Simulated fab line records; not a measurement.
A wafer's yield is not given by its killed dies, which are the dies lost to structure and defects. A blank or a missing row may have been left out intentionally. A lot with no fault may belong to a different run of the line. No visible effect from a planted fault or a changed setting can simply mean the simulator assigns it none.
fab line records    flow sky130
record lots=11  wafers=33  lastDay=50
route steps=708 shown METAL1@438 VIA1@458 PAD_OPEN@708
lots with no fault: from the same line, run without faults
startH: hours from the record's first day to the start of the lot's first wafer shown    waitH: hours from the lot's prior step to this one    " the same as in the row above    L1.1+2: one row covering several wafers at once    - value missing, or start not given    * or withheld: withheld    < > ~ a bound
route shown NAME@n: a module of which the file shows steps, and the number in the route of the first    usual: average and standard deviation across the fault-free wafers    same: alike in all rows    chamber/n: place in a boat    sites: readings site by site    _std_site: standard deviation of those values    _edge_site: mean of outer sites minus mean of inner sites    radiusMm: how far each site lies from the wafer's centre    mask NAME#n: copy n    behind: tool/chamber where the wafer was last shaped    hold: the reason the lot was held/the length of the hold in hours/how it ended    device: whichever transistor did not switch (one of n, p or np)    end of line: tests of these same wafers at the route's end    a step without rows: its recipe alone    killed: at the first sort, the dies lost to defects and structure; wafer yield is something else    map: a wafer's dies, x killed, . not, _ none there
set.NAME: the run value of the setting; set.NAME@STEP: its run value at that earlier step    model.NAME: the simulator's own value behind a step, which no gauge read
one table for each step of the route and one row for each wafer, over a sample of lots
services: from which hour (startH, from the record's first day; less than 0 if before it) a tool's chamber was out of use, for how many hours, and why
## steps
# step SKY_METAL1_SPUTTER_04
# recipe material=TiN  targetThkNm=70  powerW=6500  timeS=58.3  chamberPressurePa=0.4
# usual throttleValvePct=30.4/1.5
lot.wafer  tool           chamber  startH  waitH  throttleValvePct
L543.1     pvdSputter-01  -        783.86  0.0    30.7
L543.2     "              -        "       "      30.3
L543.3     "              -        "       "      30.3
L544.2     pvdSputter-02  -        788.54  0.0    29.6
L544.5     "              -        "       "      27.6
L544.6     "              -        "       "      29.4
L546.3     pvdSputter-03  -        801.55  0.0    30.4
L546.4     "              -        "       "      32.7
L546.6     "              -        "       "      32.2
L547.1     pvdSputter-01  -        820.49  0.0    33.0
L547.4     "              -        "       "      30.7
L547.5     "              -        "       "      32.9
L548.4     pvdSputter-03  -        821.85  0.0    32.3
L548.5     "              -        "       "      32.3
L548.6     "              -        "       "      29.2
L554.4     pvdSputter-01  -        871.71  0.0    32.7
L554.5     "              -        "       "      30.3
L554.6     "              -        "       "      30.7
L556.1     pvdSputter-02  -        880.06  0.0    29.6
L556.2     "              -        "       "      29.4
L556.6     "              -        "       "      29.3
L557.3     pvdSputter-03  -        880.37  0.0    30.5
L557.4     "              -        "       "      30.4
L557.6     "              -        "       "      29.6
L555.1     pvdSputter-03  -        882.10  0.0    30.7
L555.3     "              -        "       "      32.6
L555.6     "              -        "       "      30.6
L559.1     pvdSputter-01  -        894.46  0.0    30.5
L559.4     "              -        "       "      30.5
L559.6     "              -        "       "      30.5
L560.2     pvdSputter-02  -        910.31  0.0    29.7
L560.5     "              -        "       "      29.4
L560.6     "              -        "       "      29.6
# step SKY_METAL1_RS_MEAS_05
# recipe thkMeasGauge=four-point-probe  reads=TiN_of_METAL1_SPUTTER_04+Ti_of_METAL1_SPUTTER_03+AlCu_of_METAL1_SPUTTER_02+TiN_of_METAL1_SPUTTER_01+Ti_of_METAL1_SPUTTER_00
# usual METAL1_ALCU_RS=0.1274/0.0013
lot.wafer  tool          chamber  startH  waitH  METAL1_ALCU_RS[ohm/sq]
L543.1     filmMetro-02  -        783.91  0.0    0.1287
L543.2     "             -        "       "      0.1282
L543.3     "             -        "       "      0.1254
L544.2     filmMetro-03  -        788.61  0.0    0.1291
L544.5     "             -        "       "      0.1279
L544.6     "             -        "       "      0.1286
L546.3     filmMetro-01  -        801.64  0.1    0.1270
L546.4     "             -        "       "      0.1271
L546.6     "             -        "       "      0.1264
L547.1     filmMetro-02  -        820.54  0.0    0.1270
L547.4     "             -        "       "      0.1285
L547.5     "             -        "       "      0.1274
L548.4     filmMetro-03  -        821.96  0.1    0.1256
L548.5     "             -        "       "      0.1257
L548.6     "             -        "       "      0.1279
L554.4     filmMetro-03  -        871.82  0.1    0.1256
L554.5     "             -        "       "      0.1268
L554.6     "             -        "       "      0.1266
L556.1     filmMetro-02  -        880.11  0.0    0.1262
L556.2     "             -        "       "      0.1286
L556.6     "             -        "       "      0.1267
L557.3     filmMetro-02  -        880.46  0.1    0.1262
L557.4     "             -        "       "      0.1267
L557.6     "             -        "       "      0.1281
L555.1     filmMetro-01  -        882.15  0.0    0.1270
L555.3     "             -        "       "      0.1268
L555.6     "             -        "       "      0.1266
L559.1     filmMetro-02  -        894.51  0.0    0.1279
L559.4     "             -        "       "      0.1281
L559.6     "             -        "       "      0.1280
L560.2     filmMetro-02  -        910.38  0.0    0.1268
L560.5     "             -        "       "      0.1281
L560.6     "             -        "       "      0.1274
# step SKY_METAL1_THK_MEAS_06
# recipe thkMeasGauge=xrf  reads=AlCu_of_METAL1_SPUTTER_02
# usual METAL1_ALCU_THK=247/3
lot.wafer  tool          chamber  startH  waitH  METAL1_ALCU_THK[nm]
L543.1     filmMetro-02  -        784.03  0.1    245
L543.2     "             -        "       "      246
L543.3     "             -        "       "      251
L544.2     filmMetro-03  -        788.72  0.1    243
L544.5     "             -        "       "      246
L544.6     "             -        "       "      243
L546.3     filmMetro-01  -        801.74  0.1    249
L546.4     "             -        "       "      248
L546.6     "             -        "       "      252
L547.1     filmMetro-02  -        820.66  0.1    249
L547.4     "             -        "       "      245
L547.5     "             -        "       "      247
L548.4     filmMetro-03  -        822.05  0.1    252
L548.5     "             -        "       "      251
L548.6     "             -        "       "      248
L554.4     filmMetro-03  -        871.91  0.1    251
L554.5     "             -        "       "      249
L554.6     "             -        "       "      249
L556.1     filmMetro-02  -        880.23  0.1    247
L556.2     "             -        "       "      243
L556.6     "             -        "       "      247
L557.3     filmMetro-02  -        880.56  0.1    249
L557.4     "             -        "       "      248
L557.6     "             -        "       "      245
L555.1     filmMetro-01  -        882.27  0.1    248
L555.3     "             -        "       "      249
L555.6     "             -        "       "      253
L559.1     filmMetro-02  -        894.63  0.1    245
L559.4     "             -        "       "      244
L559.6     "             -        "       "      244
L560.2     filmMetro-02  -        910.49  0.1    246
L560.5     "             -        "       "      244
L560.6     "             -        "       "      244
# step SKY_VIA1_HDPCVD_00
# recipe material=SiO2  targetThkNm=1030  sigmaOpenFrac=0.3  timeS=171.7  tempC=400  sih4FlowSccm=60  pressureMtorr=6
# usual pressureMtorr=5.999/0.013  runLengthS=199.8/0.88
lot.wafer  tool       chamber  startH  waitH  pressureMtorr  runLengthS
L543.1     hdpcvd-01  2        809.23  0.0    5.989          198.7
L543.2     "          0        "       "      6.010          201.2
L543.3     "          1        "       "      6.019          200.4
L544.2     hdpcvd-01  0        814.40  0.0    5.998          200.3
L544.5     "          1        "       "      6.019          201.0
L544.6     "          0        "       "      5.990          200.4
L546.3     hdpcvd-02  1        825.72  0.0    -              -
L546.4     "          1        "       "      -              -
L546.6     "          2        "       "      -              -
L547.1     hdpcvd-02  2        845.07  0.0    -              -
L547.4     "          1        "       "      -              -
L547.5     "          2        "       "      -              -
L548.4     hdpcvd-01  1        847.12  0.1    -              -
L548.5     "          0        "       "      -              -
L548.6     "          2        "       "      -              -
L554.4     hdpcvd-01  2        899.29  0.1    6.014          198.8
L554.5     "          0        "       "      6.022          200.4
L554.6     "          1        "       "      5.994          200.6
L556.1     hdpcvd-01  1        906.35  0.0    6.005          200.8
L556.2     "          2        "       "      5.998          198.4
L556.6     "          0        "       "      5.991          200.5
L557.3     hdpcvd-02  1        907.05  0.0    6.002          199.3
L557.4     "          1        "       "      5.987          199.4
L557.6     "          0        "       "      6.006          198.6
L555.1     hdpcvd-02  0        908.76  0.0    6.001          198.7
L555.3     "          2        "       "      6.002          199.6
L555.6     "          2        "       "      5.992          199.8
L559.1     hdpcvd-02  1        920.47  0.0    5.999          199.2
L559.4     "          2        "       "      6.008          199.9
L559.6     "          0        "       "      6.001          198.9
L560.2     hdpcvd-01  2        935.70  0.0    5.999          198.6
L560.5     "          1        "       "      6.001          200.9
L560.6     "          2        "       "      6.005          199.0
# step SKY_VIA1_ETCH_15
# recipe target=SiO2  chemistry=C4F8/O2/Ar  targetDepthNm=351  stopOn=TiN  maskMaterial=KrF-thick  sourceW=1500  biasW=1200  pressureMtorr=40  c4f8FlowSccm=withheld  O2_flow_sccm=6  Ar_flow_sccm=300  timeS=54
# usual biasW=1200/3.5  oesProductAu=0.982/0.006
lot.wafer  tool        chamber  startH  waitH  biasW  oesProductAu
L543.1     rieDiel-03  3        832.44  0.0    1195   0.972
L543.2     "           2        "       "      1199   0.990
L543.3     "           1        "       "      1199   0.967
L544.2     rieDiel-01  2        837.39  0.0    1203   0.985
L544.5     "           2        "       "      1205   0.985
L544.6     "           1        "       "      1198   0.986
L546.3     rieDiel-04  1        850.99  0.0    1190   0.375
L546.4     "           3        "       "      1202   0.370
L546.6     "           3        "       "      1202   0.378
L547.1     rieDiel-03  0        870.53  0.0    1204   0.376
L547.4     "           3        "       "      1198   0.377
L547.5     "           0        "       "      1203   0.377
L548.4     rieDiel-04  3        870.84  0.0    1203   0.378
L548.5     "           1        "       "      1207   0.372
L548.6     "           0        "       "      1197   0.378
L554.4     rieDiel-04  3        925.44  0.0    1200   0.977
L554.5     "           2        "       "      1195   0.984
L554.6     "           1        "       "      1206   0.985
L556.1     rieDiel-01  2        932.29  0.0    1200   0.987
L556.2     "           1        "       "      1201   0.976
L556.6     "           1        "       "      1203   0.984
L557.3     rieDiel-04  0        932.84  0.0    1197   0.996
L557.4     "           1        "       "      1198   0.987
L557.6     "           2        "       "      1204   0.992
L555.1     rieDiel-01  1        934.14  0.0    1206   0.976
L555.3     "           2        "       "      1201   0.985
L555.6     "           1        "       "      1204   0.984
L559.1     rieDiel-01  0        945.89  0.0    1198   0.982
L559.4     "           3        "       "      1196   0.984
L559.6     "           0        "       "      1203   0.980
L560.2     rieDiel-01  2        960.24  0.0    1195   0.981
L560.5     "           3        "       "      1201   0.994
L560.6     "           0        "       "      1198   0.985
# step SKY_PAD_OPEN_PROBE_99
# usual defectLimitedYield=82.6/1.8  killed_at_M0_to_M3=44/6.5  killed_at_M4_up=3.3/1.9  killedAtContacts=23/4.7  killedAtFrontEnd=15/4.5  killedAtOther=0.2/0.52  killedDies=86/8.9  killedOnRim=17/3.7  killedOpen=47/6.8  killedShort=39/6.1  sort_bin_3_pad_short=0.8/0.44  sort_bin_5_function=10.3/1.4  sort_bin_6_memory=6.3/1.1  sortNPass=406/8.9  sortYieldPct=82.6/1.8
# same grossDies=492  killedAtBackSide=0  sort_bin_4_leakage[%]=0  sort_bin_8_speed[%]=0
lot.wafer  tool       chamber  startH   waitH  defectLimitedYield[%]  killed_at_M0_to_M3  killed_at_M4_up  killedAtContacts  killedAtFrontEnd  killedAtOther  killedDies  killedOnRim  killedOpen  killedShort  sort_bin_3_pad_short[%]  sort_bin_5_function[%]  sort_bin_6_memory[%]  sortNPass  sortYieldPct[%]
L543.1     prober-02  -        1106.56  0.1    82.7                   46                  5                18                16                0              85          24           47          38           0.8                      11.6                    4.9                   407        82.7
L543.2     prober-02  -        1106.61  0.1    79.7                   59                  1                21                19                0              100         23           55          45           0.6                      12.8                    6.9                   392        79.7
L543.3     prober-02  -        1106.66  0.2    82.3                   37                  4                26                20                0              87          18           49          38           1.4                      10.0                    6.3                   405        82.3
L544.2     prober-02  -        1108.11  0.1    83.3                   45                  5                18                13                1              82          13           41          41           0.6                      10.6                    5.5                   410        83.3
L544.5     prober-02  -        1108.26  0.2    84.3                   37                  6                22                12                0              77          21           41          36           0.4                      8.7                     6.5                   415        84.3
L544.6     prober-02  -        1108.31  0.2    81.9                   50                  3                21                15                0              89          19           44          45           1.4                      9.8                     6.9                   403        81.9
L546.3     prober-02  -        1119.68  0.2    0                      484                 0                3                 5                 0              492         96           8           4            24.2                     72.8                    3.0                   0          0
L546.4     prober-02  -        1119.73  0.2    0                      482                 1                4                 5                 0              492         96           10          7            29.1                     67.5                    3.5                   0          0
L546.6     prober-02  -        1119.83  0.2    0                      487                 0                2                 3                 0              492         96           5           3            25.0                     70.9                    4.1                   0          0
L547.1     prober-01  -        1134.80  0.1    0                      487                 0                4                 1                 0              492         96           9           6            24.0                     72.4                    3.7                   0          0
L547.4     prober-01  -        1134.95  0.2    0                      483                 1                5                 3                 0              492         96           8           9            24.8                     73.0                    2.2                   0          0
L547.5     prober-01  -        1135.00  0.2    0                      483                 0                6                 3                 0              492         96           5           6            24.0                     73.6                    2.4                   0          0
L548.4     prober-02  -        1136.46  0.2    0                      483                 0                4                 5                 0              492         96           7           7            25.0                     72.8                    2.2                   0          0
L548.5     prober-02  -        1136.51  0.2    0                      488                 0                4                 0                 0              492         96           4           6            25.6                     71.1                    3.3                   0          0
L548.6     prober-02  -        1136.56  0.2    0                      484                 0                3                 4                 1              492         96           6           12           24.4                     73.0                    2.6                   0          0
L554.4     prober-02  -        1174.82  0.2    82.5                   51                  3                21                11                0              86          13           46          40           1.2                      9.8                     6.5                   406        82.5
L554.5     prober-02  -        1174.87  0.2    82.5                   38                  2                29                17                0              86          17           44          42           0.6                      11.2                    5.7                   406        82.5
L554.6     prober-02  -        1174.92  0.2    79.7                   51                  4                20                25                0              100         14           52          48           1.6                      12.0                    6.7                   392        79.7
L557.3     prober-02  -        1180.56  0.2    83.7                   40                  6                24                10                0              80          20           40          40           1.0                      9.8                     5.5                   412        83.7
L557.4     prober-02  -        1180.61  0.2    83.9                   37                  6                25                11                0              79          16           39          40           0.8                      9.3                     5.9                   413        83.9
L557.6     prober-02  -        1180.71  0.2    86.0                   33                  2                22                12                0              69          10           36          33           0.8                      5.9                     7.3                   423        86.0
L555.1     prober-01  -        1180.67  0.2    79.5                   54                  4                24                19                0              101         21           55          46           0.8                      11.8                    7.9                   391        79.5
L555.3     prober-01  -        1180.77  0.2    83.5                   48                  3                17                12                1              81          12           41          40           1.0                      8.5                     6.9                   411        83.5
L555.6     prober-01  -        1180.92  0.3    80.1                   48                  3                32                15                0              98          22           49          49           0.8                      10.8                    8.3                   394        80.1
L559.1     prober-02  -        1185.71  0.1    83.9                   44                  1                19                15                0              79          19           40          39           1.2                      9.8                     5.1                   413        83.9
L559.4     prober-02  -        1185.86  0.2    83.1                   44                  3                25                10                1              83          13           49          34           0.4                      10.4                    6.1                   409        83.1
L559.6     prober-02  -        1185.96  0.2    82.3                   49                  2                28                8                 0              87          16           41          46           1.0                      10.8                    5.9                   405        82.3
# killed by level:class
L543.1 VIA1:geometricParticle:open=11 VIA3:geometricParticle:open=8 CONTACT:geometricParticle:open=8 FIELD_ISO:geometricParticle:short=7 FIELD_ISO:geometricParticle:open=6 METAL2:geometricParticle:short=6 VIA2:geometricParticle:open=6 VIA1:geometricParticle:short=5
L543.2 CONTACT:geometricParticle:open=11 VIA1:geometricParticle:open=11 VIA2:geometricParticle:open=9 VIA3:geometricParticle:open=9 VIA1:geometricParticle:short=8 FIELD_ISO:geometricParticle:open=5 FIELD_ISO:geometricParticle:short=5 POLY_GATE:geometricParticle:short=5
L543.3 CONTACT:geometricParticle:open=10 VIA1:geometricParticle:open=9 LI_CONTACT:geometricParticle:open=7 FIELD_ISO:geometricParticle:open=6 LOCAL_INTERCONNECT:geometricParticle:short=5 VIA3:geometricParticle:open=5 POLY_GATE:geometricParticle:short=4 METAL1:geometricParticle:short=4
L544.2 VIA2:geometricParticle:open=13 CONTACT:geometricParticle:open=9 METAL1:geometricParticle:short=7 METAL2:geometricParticle:short=7 VIA1:geometricParticle:open=5 POLY_GATE:geometricParticle:short=4 LOCAL_INTERCONNECT:geometricParticle:short=4 VIA3:geometricParticle:open=4
L544.5 CONTACT:geometricParticle:open=9 VIA1:geometricParticle:open=9 LI_CONTACT:geometricParticle:open=5 METAL2:geometricParticle:short=5 VIA3:geometricParticle:open=5 METAL4:geometricParticle:short=5 FIELD_ISO:geometricParticle:open=4 LI_CONTACT:geometricParticle:short=4
L544.6 VIA1:geometricParticle:open=12 CONTACT:geometricParticle:open=7 VIA2:geometricParticle:short=7 VIA2:geometricParticle:open=7 METAL1:geometricParticle:short=6 POLY_GATE:geometricParticle:short=5 LI_CONTACT:geometricParticle:open=5 CONTACT:geometricParticle:short=5
L546.3 VIA1:lostPattern=479 FIELD_ISO:geometricParticle:open=2 CONTACT:geometricParticle:open=2 VIA2:geometricParticle:short=2 SPACER:geometricParticle:open=1 POLY_GATE:geometricParticle:open=1 SPACER:geometricParticle:short=1 CONTACT:geometricParticle:short=1
L546.4 VIA1:lostPattern=474 VIA1:geometricParticle:open=4 FIELD_ISO:geometricParticle:open=2 POLY_GATE:geometricParticle:short=2 CONTACT:geometricParticle:open=2 FIELD_ISO:geometricParticle:short=1 LI_CONTACT:geometricParticle:open=1 LOCAL_INTERCONNECT:geometricParticle:open=1
L546.6 VIA1:lostPattern=483 FIELD_ISO:geometricParticle:open=1 FIELD_ISO:geometricParticle:short=1 VIA1:geometricParticle:open=1 POLY_GATE:geometricParticle:open=1 LI_CONTACT:geometricParticle:open=1 CONTACT:geometricParticle:short=1 METAL2:geometricParticle:open=1
L547.1 VIA1:lostPattern=476 VIA2:geometricParticle:open=4 LI_CONTACT:geometricParticle:open=2 CONTACT:geometricParticle:open=2 METAL2:geometricParticle:short=2 GATE_OXIDE:geometricParticle:short=1 METAL1:geometricParticle:short=1 VIA2:geometricParticle:short=1
L547.4 VIA1:lostPattern=471 VIA1:areaHdpcvd=4 VIA1:geometricParticle:open=3 CONTACT:geometricParticle:open=2 VIA2:geometricParticle:short=2 FIELD_ISO:geometricParticle:open=1 POLY_GATE:geometricParticle:short=1 POLY_CUT:geometricParticle:short=1
L547.5 VIA1:lostPattern=480 CONTACT:geometricParticle:short=3 CONTACT:geometricParticle:open=2 FIELD_ISO:geometricParticle:open=1 POLY_GATE:geometricParticle:short=1 SPACER:geometricParticle:short=1 LOCAL_INTERCONNECT:geometricParticle:open=1 VIA1:geometricParticle:short=1
L548.4 VIA1:lostPattern=477 LI_CONTACT:geometricParticle:open=3 METAL2:geometricParticle:short=2 FIELD_ISO:geometricParticle:short=1 SONOS_ONO:geometricParticle:short=1 GATE_OXIDE:geometricParticle:short=1 POLY_GATE:geometricParticle:open=1 POLY_GATE:geometricParticle:short=1
L548.5 VIA1:lostPattern=481 LI_CONTACT:geometricParticle:open=2 VIA3:geometricParticle:open=2 LOCAL_INTERCONNECT:geometricParticle:short=1 CONTACT:geometricParticle:short=1 METAL2:geometricParticle:short=1 VIA2:geometricParticle:short=1 METAL3:geometricParticle:short=1
L548.6 VIA1:lostPattern=473 POLY_GATE:geometricParticle:short=2 LI_CONTACT:geometricParticle:open=2 VIA2:geometricParticle:short=2 FIELD_ISO:geometricParticle:open=1 FIELD_ISO:geometricParticle:short=1 CAPM:geometricParticle:short=1 CONTACT:geometricParticle:short=1
L554.4 VIA1:geometricParticle:open=14 VIA3:geometricParticle:open=8 METAL2:geometricParticle:short=8 LOCAL_INTERCONNECT:geometricParticle:short=6 CONTACT:geometricParticle:open=6 CONTACT:geometricParticle:short=4 METAL1:geometricParticle:short=4 VIA1:geometricParticle:short=4
L554.5 CONTACT:geometricParticle:open=12 VIA1:geometricParticle:open=11 VIA1:geometricParticle:short=7 LI_CONTACT:geometricParticle:open=6 LOCAL_INTERCONNECT:geometricParticle:short=5 FIELD_ISO:geometricParticle:short=4 FIELD_ISO:geometricParticle:open=4 POLY_GATE:geometricParticle:short=4
L554.6 VIA1:geometricParticle:open=16 FIELD_ISO:geometricParticle:short=8 METAL1:geometricParticle:short=6 LI_CONTACT:geometricParticle:open=6 CONTACT:geometricParticle:short=6 VIA2:geometricParticle:open=6 POLY_GATE:geometricParticle:short=5 METAL2:geometricParticle:short=5
L557.3 CONTACT:geometricParticle:open=12 VIA1:geometricParticle:open=8 CONTACT:geometricParticle:short=6 METAL1:geometricParticle:short=5 METAL2:geometricParticle:short=5 FIELD_ISO:geometricParticle:short=4 LI_CONTACT:geometricParticle:open=4 VIA1:geometricParticle:short=4
L557.4 VIA1:geometricParticle:open=9 CONTACT:geometricParticle:open=7 VIA3:geometricParticle:open=7 LI_CONTACT:geometricParticle:open=6 FIELD_ISO:geometricParticle:short=5 LI_CONTACT:geometricParticle:short=5 METAL4:geometricParticle:short=4 CONTACT:geometricParticle:short=4
L555.1 LI_CONTACT:geometricParticle:open=10 VIA1:geometricParticle:open=10 METAL2:geometricParticle:short=9 VIA3:geometricParticle:open=7 FIELD_ISO:geometricParticle:open=6 POLY_GATE:geometricParticle:short=6 CONTACT:geometricParticle:short=6 METAL1:geometricParticle:short=6
L557.6 LI_CONTACT:geometricParticle:open=12 METAL1:geometricParticle:short=7 VIA1:geometricParticle:open=6 POLY_GATE:geometricParticle:short=5 CONTACT:geometricParticle:open=5 VIA2:geometricParticle:open=5 METAL2:geometricParticle:short=4 LOCAL_INTERCONNECT:geometricParticle:short=3
L555.3 VIA2:geometricParticle:open=12 VIA1:geometricParticle:open=10 LI_CONTACT:geometricParticle:open=6 LOCAL_INTERCONNECT:geometricParticle:short=6 METAL1:geometricParticle:short=6 VIA3:geometricParticle:short=6 CONTACT:geometricParticle:open=4 VIA3:geometricParticle:open=4
L555.6 CONTACT:geometricParticle:open=12 METAL2:geometricParticle:short=10 VIA3:geometricParticle:open=10 LI_CONTACT:geometricParticle:open=7 VIA1:geometricParticle:open=7 CONTACT:geometricParticle:short=6 METAL1:geometricParticle:short=5 VIA1:geometricParticle:short=5
L559.1 VIA1:geometricParticle:open=8 CONTACT:geometricParticle:open=8 METAL1:geometricParticle:short=8 FIELD_ISO:geometricParticle:open=6 METAL2:geometricParticle:short=6 VIA3:geometricParticle:open=6 VIA1:geometricParticle:short=5 FIELD_ISO:geometricParticle:short=4
L559.4 VIA1:geometricParticle:open=10 VIA2:geometricParticle:open=9 CONTACT:geometricParticle:open=7 LOCAL_INTERCONNECT:geometricParticle:short=6 VIA3:geometricParticle:open=6 LI_CONTACT:geometricParticle:open=5 POLY_GATE:geometricParticle:open=4 METAL1:geometricParticle:short=4
L559.6 VIA1:geometricParticle:open=14 VIA2:geometricParticle:open=9 LOCAL_INTERCONNECT:geometricParticle:short=8 CONTACT:geometricParticle:short=8 METAL2:geometricParticle:short=6 METAL1:geometricParticle:short=6 LI_CONTACT:geometricParticle:open=5 VIA1:geometricParticle:short=5
## services
tool           chamber  startH  hours  kind
hdpcvd-02      -        768.60  0.6    repair
hdpcvd-01      -        774.34  0.6    repair
pvdSputter-03  -        776.29  1.1    repair
rieDiel-04     3        790.04  21.8   repair
pvdSputter-03  -        801.65  2.0    repair
rieDiel-03     1        815.95  1.8    repair
rieDiel-04     -        857.61  0.7    repair
pvdSputter-03  0        862.66  -      consumableReplace:kit
pvdSputter-03  0        862.66  18.0   scheduledDown
pvdSputter-03  0        862.66  18.0   ventCycle
pvdSputter-01  -        874.42  11.0   repair
pvdSputter-02  -        876.05  0.7    repair
rieDiel-04     -        877.54  14.6   pm
rieDiel-01     3        883.02  14.6   repair
rieDiel-03     1        916.66  1.3    repair
rieDiel-01     3        930.85  3.8    repair
pvdSputter-01  3        931.40  -      consumableReplace:kit
pvdSputter-01  3        931.40  18.0   scheduledDown
pvdSputter-01  3        931.40  18.0   ventCycle
rieDiel-01     0        938.40  7.3    repair
hdpcvd-02      -        950.25  15.0   pm
hdpcvd-02      0        950.25  15.0   ventCycle
hdpcvd-02      1        950.25  15.0   ventCycle
hdpcvd-02      2        950.25  15.0   ventCycle
## key
firstSign step=SKY_VIA1_HDPCVD_00  reading=toolRecord  direction=missing
effect step=SKY_VIA1_ETCH_15  reading=oesProductAu  direction=down  sigmas=99+  usual=0.982  struck=0.376
effect step=SKY_PAD_OPEN_PROBE_99  reading=killed_at_M0_to_M3  direction=up  sigmas=68  usual=44  struck=485
metAt SKY_VIA1_HDPCVD_00
struckLots L546,L547,L548
laterRowsLeftOut L546.3,L546.4,L546.6,L547.1,L547.4,L547.5,L548.4,L548.5,L548.6
notActingAt SKY_METAL1_SPUTTER_04,SKY_METAL1_RS_MEAS_05,SKY_METAL1_THK_MEAS_06
onsetBetween 814.40 825.72
fault kind=skippedStepWhole  tool=hdpcvd-01,hdpcvd-02  chamber=-  onsetH=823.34  steps=SKY_VIA1_HDPCVD_00  scope=struckLotsOnly
# laterRowsLeftOut: the simulator's readings of these wafers behind a module that went badly wrong aren't trusted and aren't shown, but for the sort
